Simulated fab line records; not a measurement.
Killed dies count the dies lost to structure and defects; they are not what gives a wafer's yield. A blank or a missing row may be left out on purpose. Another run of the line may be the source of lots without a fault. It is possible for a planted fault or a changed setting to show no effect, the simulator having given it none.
Commonality check across tools ; flow sky130 ; 48 wafers sampled across 13 lots

## REASON FOR OPENING
Of 13 lots, 3 have the reading DNWELL_TW flagged at SKY_DNWELL_TW_MEAS_09. No-fault wafers: 1111, standard deviation 9.6.
Rule: a lot gets a flag if all its wafers with a number sit over 4 standard deviations from that mean, or if no wafer of it has a number. As for the other lots, they are considered sound.

lot;measured;on;DNWELL_TW, wafer by wafer;flag
L808;day 3 16:41;film-metro-04;1115 1111 1116;
L809;day 3 22:01;film-metro-03;1113 1120 1115;
L812;day 4 13:41;film-metro-02;1097 1094 1096;
L813;day 4 16:47;film-metro-04;1120 1123 1119;
L814;day 4 23:53;film-metro-04;1111 1116 1122;
L816;day 5 13:37;film-metro-04;1111 1110 1117;
L818;day 5 21:14;film-metro-04;1105 1108 1106;
L819;day 6 03:48;film-metro-02;1368 1362 1382 1368 1374 1371;FLAGGED
L820;day 6 06:55;film-metro-04;1114 1118 1117;
L821;day 6 12:20;film-metro-04;1104 1104 1103;
L823;day 7 00:37;film-metro-02;1369 1370 1371 1377 1368 1372;FLAGGED
L826;day 7 17:14;film-metro-04;1116 1117 1118;
L827;day 7 20:41;film-metro-04;1396 1404 1400 1398 1396 1391;FLAGGED
Average over the flagged lots: 1380; offset from the usual +269, equal to +28 standard deviations.

## WHICH TOOL EACH LOT WENT THROUGH
The record holds 1 process step before the reading, out of a route of 708 steps. Cell contents, in order: the tool; ch with the chambers the sampled wafers went through; the start.
lot;flag;SKY_DNWELL_IMPLANT_07
L808;;implanter-04 ch 0, day 3 16:26
L809;;implanter-01 ch 0, day 3 21:46
L812;;implanter-01 ch 0, day 4 13:28
L813;;implanter-01 ch 0, day 4 16:34
L814;;implanter-03 ch 0, day 4 23:40
L816;;implanter-01 ch 0, day 5 13:22
L818;;implanter-04 ch 0, day 5 21:01
L819;FLAGGED;implanter-03 ch 0, day 6 03:14
L820;;implanter-03 ch 0, day 6 06:40
L821;;implanter-03 ch 0, day 6 12:05
L823;FLAGGED;implanter-03 ch 0, day 7 00:04
L826;;implanter-04 ch 0, day 7 16:59
L827;FLAGGED;implanter-03 ch 0, day 7 19:55
What is done by these steps:
- SKY_DNWELL_IMPLANT_07
- SKY_DNWELL_TW_MEAS_09

## FLAGGED AGAINST TOTAL, ONE TOOL AT A TIME (gauges that did the reading follow at the end)
step;tool;lots run;flagged;share of the flagged lots;sound lots run after its first flagged lot
SKY_DNWELL_IMPLANT_07;implanter-01;4;0;none;-
SKY_DNWELL_IMPLANT_07;implanter-03;6;3;all;2 (L820,L821)
SKY_DNWELL_IMPLANT_07;implanter-04;3;0;none;-
SKY_DNWELL_TW_MEAS_09;film-metro-02;3;2;some;0
SKY_DNWELL_TW_MEAS_09;film-metro-03;1;0;none;-
SKY_DNWELL_TW_MEAS_09;film-metro-04;9;1;some;0

## THE TABLE: WHAT IT ALLOWS
In the table, 1 row covers all flagged lots: implanter-03 at SKY_DNWELL_IMPLANT_07.
- implanter-03 at SKY_DNWELL_IMPLANT_07 ran 6 lots, 3 of them flagged. Sound lots followed the first flagged one (L820, L821) on it, something a lasting fault affecting the whole tool could not allow.
No row of the table ran every flagged lot and no sound lot after the first.

## WHAT THE SIMULATOR HAD PUT IN
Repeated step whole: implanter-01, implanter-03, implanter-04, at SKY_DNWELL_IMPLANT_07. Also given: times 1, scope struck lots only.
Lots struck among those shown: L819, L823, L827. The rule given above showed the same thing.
